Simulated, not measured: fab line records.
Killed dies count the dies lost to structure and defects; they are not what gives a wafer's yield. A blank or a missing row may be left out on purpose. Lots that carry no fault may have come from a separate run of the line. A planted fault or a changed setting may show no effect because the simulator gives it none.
Which tool is to blame? ; flow sky130 ; 13 lots with 39 wafers sampled at 4 steps, on a route of 708 steps

WHAT EACH GAUGE READ, for each wafer
SKY_VT_ADJUST_PCH_OVL_MEAS_07.
lot;measured;on;VT_ADJUST_PCH_OVL (nm)
L388;day 10 13:38;overlay-01;1.8 1.2 -0.3
L389;day 10 21:34;overlay-02;0.6 0.3 0.2
L390;day 11 04:25;overlay-02;-0.8 -1.0 -2.1
L394;day 12 21:29;overlay-02;0.2 -0.9 0.4
L396;day 13 06:43;overlay-02;-0.5 0.0 0.2
L397;day 13 08:37;overlay-01;1.3 2.5 0.8
L398;day 13 17:55;overlay-01;-0.3 0.3 -1.8
L400;day 15 02:46;overlay-02;-1.2 -1.2 -2.2
L404;day 15 22:07;overlay-02;-2.0 -1.1 -0.6
L406;day 16 08:50;overlay-02;-0.4 -0.5 -0.1
L407;day 16 20:53;overlay-02;0.2 0.2 0.5
L409;day 17 14:55;overlay-02;-2.5 -1.7 -0.4
L410;day 17 19:04;overlay-01;3.2 0.7 2.4

SKY_SONOS_ONO_CD_MEAS_13: target cd 410 nm.
lot;measured;on;cd nm (nm)
L388;day 12 19:30;cd sem-02;412.5 413.2 412.6
L389;day 13 02:50;cd sem-02;413.8 416.0 413.6
L390;day 13 11:02;cd sem-02;410.6 409.8 410.5
L394;day 15 08:44;cd sem-01;411.2 407.8 409.8
L396;day 15 16:53;cd sem-02;409.5 407.7 409.2
L397;day 15 19:19;cd sem-02;411.8 411.9 409.5
L398;day 16 05:59;cd sem-02;411.9 411.1 411.7
L400;day 17 16:34;cd sem-02;409.3 408.4 409.3
L404;day 18 15:16;cd sem-02;411.8 411.2 412.0
L406;day 19 02:08;cd sem-02;408.5 410.0 409.5
L407;day 19 14:51;cd sem-02;406.2 407.9 408.4
L409;day 20 12:22;cd sem-02;407.3 409.4 407.5
L410;day 20 15:13;cd sem-01;410.2 410.9 409.8

TOOL THAT RAN EACH LOT (tool first, then ch and the chambers of the sampled wafers, then the start)
lot;SKY_NWELL_IMPLANT_24;SKY_VT_ADJUST_LVTN_STRIP_09
L388;implanter-01 ch 0, day 5 11:46;plasma asher-02 ch 0,1, day 7 01:05
L389;implanter-01 ch 0, day 5 19:28;plasma asher-02 ch 0,1, day 7 08:54
L390;implanter-04 ch 0, day 5 23:49;plasma asher-02 ch 0,1, day 7 13:51
L394;implanter-04 ch 0, day 7 07:41;plasma asher-02 ch 0,1, day 9 01:05
L396;implanter-03 ch 0, day 7 12:10;plasma asher-02 ch 0,1, day 9 07:03
L397;implanter-01 ch 0, day 7 15:06;plasma asher-02 ch 0,1, day 9 09:30
L398;implanter-01 ch 0, day 7 23:11;plasma asher-03 ch 0,1, day 9 18:45
L400;implanter-03 ch 0, day 9 01:14;plasma asher-02 ch 0,1, day 10 22:27
L404;implanter-04 ch 0, day 9 15:51;plasma asher-02 ch 0,1, day 11 15:35
L406;implanter-03 ch 0, day 10 00:08;plasma asher-03 ch 0,1, day 11 23:57
L407;implanter-04 ch 0, day 10 09:28;plasma asher-03 ch 0,1, day 12 09:50
L409;implanter-03 ch 0, day 11 00:28;plasma asher-02 ch 0,1, day 13 02:03
L410;implanter-04 ch 0, day 11 03:26;plasma asher-02 ch 0,1, day 13 05:54
- SKY_NWELL_IMPLANT_24
- SKY_VT_ADJUST_LVTN_STRIP_09: strips in O2/N2.

AS READ BY THE TOOLS THEMSELVES (means over the sampled wafers that have a number; for cases with no such wafer, the mark the record gives instead)
SKY_NWELL_IMPLANT_24.
lot;tool;beam energy keV;end station pressure torr (Torr)
L388;implanter-01;139.98;5.13e-06
L389;implanter-01;139.95;4.93e-06
L390;implanter-04;139.99;5.22e-06
L394;implanter-04;140.03;4.94e-06
L396;implanter-03;140.03;5.05e-06
L397;implanter-01;124.95;4.83e-06
L398;implanter-01;124.92;4.85e-06
L400;implanter-03;140.03;5.08e-06
L404;implanter-04;140.00;4.95e-06
L406;implanter-03;139.90;4.67e-06
L407;implanter-04;139.96;4.79e-06
L409;implanter-03;139.98;4.94e-06
L410;implanter-04;140.02;4.86e-06

SKY_VT_ADJUST_LVTN_STRIP_09.
lot;tool;drypump motor current A (A);oes product au (a.u.);strip time to endpoint s (s)
L388;plasma asher-02;5.7;0.723;37.02
L389;plasma asher-02;5.7;0.723;36.94
L390;plasma asher-02;5.7;0.722;37.01
L394;plasma asher-02;5.7;0.723;36.76
L396;plasma asher-02;5.7;0.722;36.83
L397;plasma asher-02;5.7;0.718;36.89
L398;plasma asher-03;5.6;0.724;36.78
L400;plasma asher-02;5.7;0.722;37.04
L404;plasma asher-02;5.7;0.720;36.83
L406;plasma asher-03;5.3;0.723;36.77
L407;plasma asher-03;5.6;0.722;36.85
L409;plasma asher-02;5.7;0.723;37.09
L410;plasma asher-02;5.7;0.722;37.10

THE ANSWER, worked out from the rows above alone
Rule: usual is defined by the lots themselves. The widest of any qualifying gaps counts: lots, ordered by their means at a reading, are off when they make up no more than a third of the lots, leave a main group of 4 or more, and stand apart from it by 3 or more times the standard deviation of that group's means. A main group is skipped when, at the precision printed for the reading in the tables above, its means are all equal. Also off: a lot with no number at a reading for which 4 or more lots have one. Where the step has rows for the other lots, those lots are counted as sound. Order of review: gauges by route order, followed by the tools' own readings, for which a lot's mean as printed above is used. At the first step where some lot is off, the reading lying furthest off is the one used; lots without a number count as furthest.
Off: L397, L398 (SKY_NWELL_IMPLANT_24, beam energy keV). The main group: mean 139.99, standard deviation 0.039.
If a tool, at that step or one of the process steps before it, ran each lot that is off and ran no sound lot following the first of them, it fits. One candidate fits, namely implanter-01 at SKY_NWELL_IMPLANT_24. Its last sound lot is L389 (day 5 19:28), its first lot that is off L397 (day 7 15:06): a fault that began between those two fits.
On the lots that are off, the tool's own readings at SKY_NWELL_IMPLANT_24 differ by more than 5 times the standard deviation of the sound lots' means, which bears it out; beam energy keV reads 124.94 there versus 139.99 on the sound lots.

WHAT HAD BEEN PUT IN BY THE SIMULATOR
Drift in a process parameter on implanter-01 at SKY_NWELL_IMPLANT_24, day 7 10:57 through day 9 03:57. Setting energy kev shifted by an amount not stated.
Shown lots that were struck: L397, L398. This agrees with what the rule above found.
